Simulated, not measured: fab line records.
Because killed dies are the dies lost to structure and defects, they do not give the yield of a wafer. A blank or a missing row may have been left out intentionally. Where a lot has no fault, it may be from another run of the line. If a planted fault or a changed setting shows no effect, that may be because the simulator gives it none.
What tool caused it?    flow sky130    36 wafers from 12 lots sampled at 3 of the route's 708 steps

## WHAT EACH GAUGE READ, for each wafer
SKY_FIELD_ISO_BOW_MEAS_00. Usual: for INCOMING_BOW the level is 0 um and the standard deviation is 6.4.
lot   measured     on             INCOMING_BOW (um)  flag
L211  day 1 15:01  film metro-04  -3 3 9             
L212  day 1 20:01  film metro-04  3 4 -2             
L214  day 2 06:01  film metro-04  -2 -7 -1           
L216  day 2 16:00  film metro-03  5 1 9              
L217  day 2 21:00  film metro-04  -11 -5 3           
L218  day 3 02:00  film metro-04  -4 7 2             
L225  day 4 13:00  film metro-04  2 -2 -3            
L226  day 4 18:00  film metro-04  -3 5 -13           
L227  day 4 23:00  film metro-01  -4 5 12            
L228  day 5 04:02  film metro-01  -2 -7 -1           
L230  day 5 14:00  film metro-01  0 1 -4             
L232  day 6 00:01  film metro-01  -2 4 1             

SKY_NWELL_RS_MEAS_31: uses a four-point probe to measure. Usual: for PWDE_RS the level is 5285 ohm/sq and the standard deviation is 20.
lot   measured      on             PWDE_RS (ohm/sq)  flag
L211  day 5 15:16   film metro-04  5315 5292 5303    
L212  day 5 18:35   film metro-02  5288 5298 5299    
L214  day 6 08:08   film metro-02  5286 5268 5291    
L216  day 6 18:16   film metro-04  5246 5255 5244    
L217  day 7 00:10   film metro-04  5280 5281 5282    
L218  day 7 07:36   film metro-04  5300 5298 5317    
L225  day 9 08:20   film metro-02  5288 5320 5305    
L226  day 9 17:40   film metro-04  5272 5279 5281    
L227  day 9 20:16   film metro-04  5269 5269 5278    
L228  day 10 03:29  film metro-03  5300 5270 5273    
L230  day 10 06:58  film metro-03  5298 5303 5307    
L232  day 10 23:37  film metro-02  5310 5320 5299    

SKY_VT_ADJUST_HVTP_CD_MEAS_07: target cd 380 nm. Usual: cd nm at 379.0 nm, with a standard deviation of 2.4.
lot   measured      on         cd nm (nm)         flag
L211  day 6 09:40   cd sem-02  379.2 381.7 379.7  
L212  day 6 12:10   cd sem-01  376.9 381.1 380.8  
L214  day 7 03:04   cd sem-02  376.2 377.2 377.3  
L216  day 7 13:15   cd sem-01  377.7 377.3 377.3  
L217  day 7 20:24   cd sem-02  380.1 382.4 380.0  
L218  day 8 03:36   cd sem-01  375.2 375.1 377.7  
L225  day 10 06:22  cd sem-02  381.3 381.5 384.3  
L226  day 10 15:47  cd sem-02  377.5 376.5 377.4  
L227  day 10 19:11  cd sem-01  379.4 382.6 380.9  
L228  day 11 02:08  cd sem-01  382.1 382.0 379.2  
L230  day 11 06:16  cd sem-01  381.8 378.4 376.3  
L232  day 11 23:28  cd sem-01  376.7 378.4 378.4  

## WHAT TOOL EACH LOT RAN ON (gives the tool, then ch and the chambers of the sampled wafers, and finally the start)
The record shows no process step preceding these readings.

## WHAT THE TOOLS THEMSELVES READ (means of the sampled wafers that have a number; where no wafer has one, the mark that the record gives instead)
The record holds no such reading with a usual standard deviation.

## THE ANSWER, worked out from the rows above alone
Rule: lot off if the mean of its wafers having a number is beyond 3 standard deviations from the usual mean. Also off: a lot with no number at a reading for which 4 or more lots have one. The other lots that the step has rows for count as sound. After the gauges, taken in route order, come the tools' own readings; for these a lot's mean is taken, as printed above. The first step at which some lot is off is used, and at that step the reading that is off furthest; a lot without a number counts as furthest.
None of the lots is off at any reading shown; this tells nothing.

## WHAT THE SIMULATOR HAD PUT IN
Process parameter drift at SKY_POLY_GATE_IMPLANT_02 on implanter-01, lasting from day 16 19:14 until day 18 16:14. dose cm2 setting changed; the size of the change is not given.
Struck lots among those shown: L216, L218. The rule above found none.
